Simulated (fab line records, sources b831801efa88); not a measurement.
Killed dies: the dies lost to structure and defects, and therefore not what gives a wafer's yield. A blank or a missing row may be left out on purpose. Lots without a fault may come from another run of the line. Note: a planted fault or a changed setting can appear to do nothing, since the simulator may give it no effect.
Which tool did it?	flow gf180mcu	Sampling: 11 lots, 33 wafers, 6 of 602 route steps

WHAT THE GAUGES SHOWED, per wafer
GF_V1_THK_MEAS_01.
lot	measured	on	V1_CVD_00_THK (nm)
L159	day 17 00:40	film-metro-02	600 599 594
L170	day 21 05:29	film-metro-04	597 602 592
L171	day 21 10:18	film-metro-02	598 602 604
L175	day 23 12:56	film-metro-02	603 605 603
L177	day 24 06:38	film-metro-02	599 595 595
L176	day 24 08:33	film-metro-02	603 596 600
L178	day 24 10:34	film-metro-01	604 603 608
L179	day 24 13:00	film-metro-02	594 587 596
L180	day 24 15:56	film-metro-01	596 597 589
L181	day 24 17:17	film-metro-02	598 598 602
L182	day 25 13:26	film-metro-02	597 605 601

GF_V1_RS_MEAS_24: measures by four-point-probe.
lot	measured	on	V1_W_RS (ohm/sq)
L159	day 18 01:05	film-metro-01	0.3281 0.3331 0.3288
L170	day 22 06:14	film-metro-04	0.3305 0.3477 0.3288
L171	day 22 12:02	film-metro-01	0.3294 0.3258 0.3243
L175	day 24 10:23	film-metro-02	0.3229 0.3279 0.3272
L177	day 25 05:41	film-metro-02	0.3314 0.3315 0.3287
L176	day 25 07:32	film-metro-02	0.3262 0.3307 0.3291
L178	day 25 09:41	film-metro-02	0.3312 0.3329 0.3296
L179	day 25 12:00	film-metro-02	0.3270 0.3261 0.3278
L180	day 25 15:10	film-metro-01	0.3307 0.3293 0.3327
L181	day 25 16:17	film-metro-01	0.3276 0.3270 0.3265
L182	day 26 11:23	film-metro-01	0.3279 0.3286 0.3318

GF_V1_THK_MEAS_25: measures by xrf.
lot	measured	on	V1_W_THK (nm)
L159	day 18 01:11	film-metro-01	340 338 343
L170	day 22 06:22	film-metro-04	345 327 346
L171	day 22 12:09	film-metro-01	343 344 349
L175	day 24 10:29	film-metro-02	350 346 345
L177	day 25 05:49	film-metro-02	341 341 342
L176	day 25 07:38	film-metro-02	345 341 343
L178	day 25 09:49	film-metro-02	342 340 343
L179	day 25 12:07	film-metro-02	347 347 344
L180	day 25 15:16	film-metro-01	342 346 341
L181	day 25 16:25	film-metro-01	349 346 347
L182	day 26 11:30	film-metro-01	342 343 340

WHAT TOOL EACH LOT RAN ON (gives the tool, then ch and the chambers of the sampled wafers, and finally the start)
lot	GF_M1_SPUTTER_03	GF_V1_ETCH_16	GF_V1_CVD_23
L159	pvd-sputter-03, day 16 01:14	rie-diel-02 ch 2,3, day 18 00:10	cvd-w-02 ch 0,1, day 18 00:58
L170	pvd-sputter-01, day 20 04:52	rie-diel-03 ch 1,2, day 22 05:08	cvd-w-01 ch 1, day 22 06:01
L171	pvd-sputter-02, day 20 09:07	rie-diel-03 ch 0,1,3, day 22 10:49	cvd-w-02 ch 0,1, day 22 11:55
L175	pvd-sputter-01, day 22 05:06	rie-diel-03 ch 2,3, day 24 09:23	cvd-w-01 ch 0,1, day 24 10:16
L177	pvd-sputter-03, day 23 11:21	rie-diel-01 ch 0,1,2, day 25 04:49	cvd-w-01 ch 0,1, day 25 05:35
L176	pvd-sputter-03, day 23 12:07	rie-diel-01 ch 0,1,2, day 25 06:37	cvd-w-01 ch 0,1, day 25 07:24
L178	pvd-sputter-02, day 23 13:07	rie-diel-01 ch 1,2,3, day 25 08:49	cvd-w-01 ch 0,1, day 25 09:34
L179	pvd-sputter-02, day 23 15:34	rie-diel-02 ch 1,2,3, day 25 11:03	cvd-w-02 ch 1, day 25 11:52
L180	pvd-sputter-01, day 23 17:05	rie-diel-01 ch 1,2, day 25 14:16	cvd-w-01 ch 0,1, day 25 15:02
L181	pvd-sputter-01, day 23 18:17	rie-diel-03 ch 0,1,2, day 25 15:25	cvd-w-01 ch 0,1, day 25 16:11
L182	pvd-sputter-02, day 24 14:25	rie-diel-02 ch 0,1,2, day 26 10:30	cvd-w-02 ch 0,1, day 26 11:16
- GF_M1_SPUTTER_03: material Ti, target thk 10 nm, time 6.7 s.
- GF_V1_ETCH_16: etches BARC in N2/H2.
- GF_V1_CVD_23: deposits W, target thk 350 nm, time 105.05 s.

WHAT THE TOOLS THEMSELVES READ (means of the sampled wafers that have a number; where no wafer has one, the mark that the record gives instead)
GF_M1_SPUTTER_03.
lot	tool	throttle-valve-pct (%)
L159	pvd-sputter-03	29.2
L170	pvd-sputter-01	29.1
L171	pvd-sputter-02	30.7
L175	pvd-sputter-01	30.1
L177	pvd-sputter-03	30.1
L176	pvd-sputter-03	29.2
L178	pvd-sputter-02	29.9
L179	pvd-sputter-02	31.8
L180	pvd-sputter-01	29.1
L181	pvd-sputter-01	29.7
L182	pvd-sputter-02	30.4

GF_V1_ETCH_16.
lot	tool	drypump-motor-current-A (A)	oes-product-au (a.u.)	throttle-valve-pct (%)
L159	rie-diel-02	5.79	0.854	13.225
L170	rie-diel-03	5.51	0.857	13.220
L171	rie-diel-03	6.00	0.852	13.233
L175	rie-diel-03	5.65	0.855	13.229
L177	rie-diel-01	5.62	0.853	13.225
L176	rie-diel-01	5.63	0.855	13.221
L178	rie-diel-01	5.61	0.852	13.224
L179	rie-diel-02	5.66	0.854	13.223
L180	rie-diel-01	5.72	0.852	13.223
L181	rie-diel-03	5.74	0.855	13.220
L182	rie-diel-02	5.70	0.856	13.218

GF_V1_CVD_23.
lot	tool	heater-power-w (W)
L159	cvd-w-02	884
L170	cvd-w-01	865
L171	cvd-w-02	900
L175	cvd-w-01	844
L177	cvd-w-01	847
L176	cvd-w-01	847
L178	cvd-w-01	856
L179	cvd-w-02	908
L180	cvd-w-01	846
L181	cvd-w-01	847
L182	cvd-w-02	912

THE ANSWER, worked out from the rows above alone
Rule: what is usual is taken from the lots themselves. Put in order of their means at a reading, lots are off if they are a third of the lots or fewer, leave a main group of 4 or more, and stand apart from it by a gap of 3 or more times the standard deviation of the main group's means; of several such gaps the widest counts. If all means in a main group match to the digits the tables above print for the reading, that group is not used. A lot without any number at a reading at which 4 lots or more have one is off too. Where the step has rows for the other lots, those lots are counted as sound. The gauges are gone through in route order, then the tools' own readings, and for those a lot's mean is taken as printed above. At the first step where some lot is off, the reading lying furthest off is the one used; lots without a number count as furthest.
Nothing can be told from this: no lot is off at any reading shown.

WHAT HAD BEEN PUT IN BY THE SIMULATOR
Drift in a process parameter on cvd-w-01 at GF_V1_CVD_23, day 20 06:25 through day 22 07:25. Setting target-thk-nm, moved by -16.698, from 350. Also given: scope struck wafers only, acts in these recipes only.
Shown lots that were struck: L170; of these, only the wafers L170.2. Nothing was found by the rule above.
